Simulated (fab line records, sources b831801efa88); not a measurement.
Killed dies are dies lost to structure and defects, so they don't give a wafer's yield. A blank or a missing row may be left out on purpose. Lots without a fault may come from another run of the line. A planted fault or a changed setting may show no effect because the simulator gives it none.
A struck lot beside a sound one | flow gf180mcu | 22 steps out of a route of 602
Sound: wafers L903.2, L903.3, L903.5. Struck: wafers L919.2, L919.3, L919.5. The cause comes at the end.
At each step with rows: each side's tool, then ch and its chambers, then its first start. Under that, the readings that differ: sound wafers | struck wafers | difference of the means | sigmas: that difference in standard deviations of wafers without a fault.
alike: readings whose means differ by less than 2 such deviations, and words and numbers that are the same on both sides. not compared: withheld readings, readings that some wafer has no value for, bounds like >300 that may hide the same value, and numbers for which the record gives no deviation and whose values overlap.
The two part at a step that has a row with sigmas, a row that says differs or no value, or rows on one side only. Numbers that don't overlap but have no deviation are shown without sigmas and don't part them. A reading that every wafer of one side lacks parts them only if that side has two wafers or more.

first, 6 steps without rows for these wafers: GF_VT_IMPLANT_HMDS_12 (prime time 60 s); GF_VT_IMPLANT_COAT_13 (resist thk 1000 nm); GF_VT_IMPLANT_SOFTBAKE_14 (time 60 s); GF_VT_IMPLANT_EXPOSE_15 (exposes mask Nwell LV AREA, target cd 860 nm); GF_VT_IMPLANT_PEB_16; GF_VT_IMPLANT_DEVELOP_17 (develop time 60 s).
GF_VT_IMPLANT_OVL_MEAS_18:
  sound on overlay-02, day 6 07:07; struck on overlay-01, day 10 16:17
  alike: VT_IMPLANT_01_OVL
then, 1 step without rows for these wafers: GF_VT_IMPLANT_IMPLANT_19.
GF_VT_IMPLANT_STRIP_20: strips in O2/N2.
  sound on plasma_asher-03 ch 0, day 6 07:18; struck on plasma_asher-04 ch 0,1, day 10 16:28
  alike: drypump_motor_current_A, heater_power_w, oes_product_au, platen_temp_c, strip_time_to_endpoint_s
  not compared: rf_hours_counter_h
GF_VT_IMPLANT_TW_MEAS_21:
  sound on film_metro-02, day 6 07:25; struck on film_metro-02, day 10 16:34
  alike: VT_IMPLANT_2_TW
then, 2 steps without rows for these wafers: GF_VT_IMPLANT_DEHYDRATE_22 (time 60 s); GF_VT_IMPLANT_HMDS_23 (prime time 60 s).
GF_VT_IMPLANT_COAT_24: resist thk 1000 nm.
  sound on litho_track-04 ch 0, day 6 14:34; struck on litho_track-02 ch 0, day 11 00:29
  reading                                         | sound                | struck               | difference | sigmas
  spin_speed_rpm (rpm)                            | 3003.2 3001.6 3001.5 | 3409.5 3412.7 3413.7 | +409.9     | +99 or more
  model.NOVOLAK_of_VT_IMPLANT_COAT_24.thk_nm (nm) | 999.2 999.6 1002     | 935.2 936.5 935.9    | -64.4      |
then, 3 steps without rows for these wafers: GF_VT_IMPLANT_SOFTBAKE_25 (time 60 s); GF_VT_IMPLANT_EXPOSE_26 (exposes mask LVPWELL HV AREA, target cd 860 nm); GF_VT_IMPLANT_PEB_27.
GF_VT_IMPLANT_DEVELOP_28: develop time 60 s.
  sound on litho_track-02 ch 0, day 6 22:35; struck on litho_track-03 ch 0, day 11 10:08
  reading                                         | sound            | struck            | difference | sigmas
  model.NOVOLAK_of_VT_IMPLANT_COAT_24.thk_nm (nm) | 998.8 999.2 1002 | 934.8 936.1 935.5 | -64.5      |
GF_VT_IMPLANT_OVL_MEAS_29:
  sound on overlay-01, day 6 22:43; struck on overlay-02, day 11 10:16
  alike: VT_IMPLANT_02_OVL
then, 1 step without rows for these wafers: GF_VT_IMPLANT_IMPLANT_30.
GF_VT_IMPLANT_STRIP_31: strips in O2/N2.
  sound on plasma_asher-03 ch 0,1, day 6 22:53; struck on plasma_asher-03 ch 1, day 11 10:27
  reading                      | sound             | struck            | difference | sigmas
  strip_time_to_endpoint_s (s) | 12.61 12.63 12.65 | 11.88 11.90 11.87 | -0.75      | -23
  alike: drypump_motor_current_A, heater_power_w, oes_product_au, platen_temp_c
  not compared: rf_hours_counter_h
GF_VT_IMPLANT_TW_MEAS_32:
  sound on film_metro-02, day 6 23:00; struck on film_metro-01, day 11 10:34
  alike: VT_IMPLANT_3_TW
then, 1 step without rows for these wafers: GF_PASSIVATION_PROBE_99.

WHERE THEY PART
First at GF_VT_IMPLANT_COAT_24; last, within this record, at GF_VT_IMPLANT_STRIP_31. Later steps at which nothing parts them and some readings are alike: GF_VT_IMPLANT_TW_MEAS_32.

WHY: what the simulator had put in
Process parameter drift: litho_track-02, from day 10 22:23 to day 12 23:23, at GF_VT_IMPLANT_COAT_24. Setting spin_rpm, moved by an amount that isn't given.
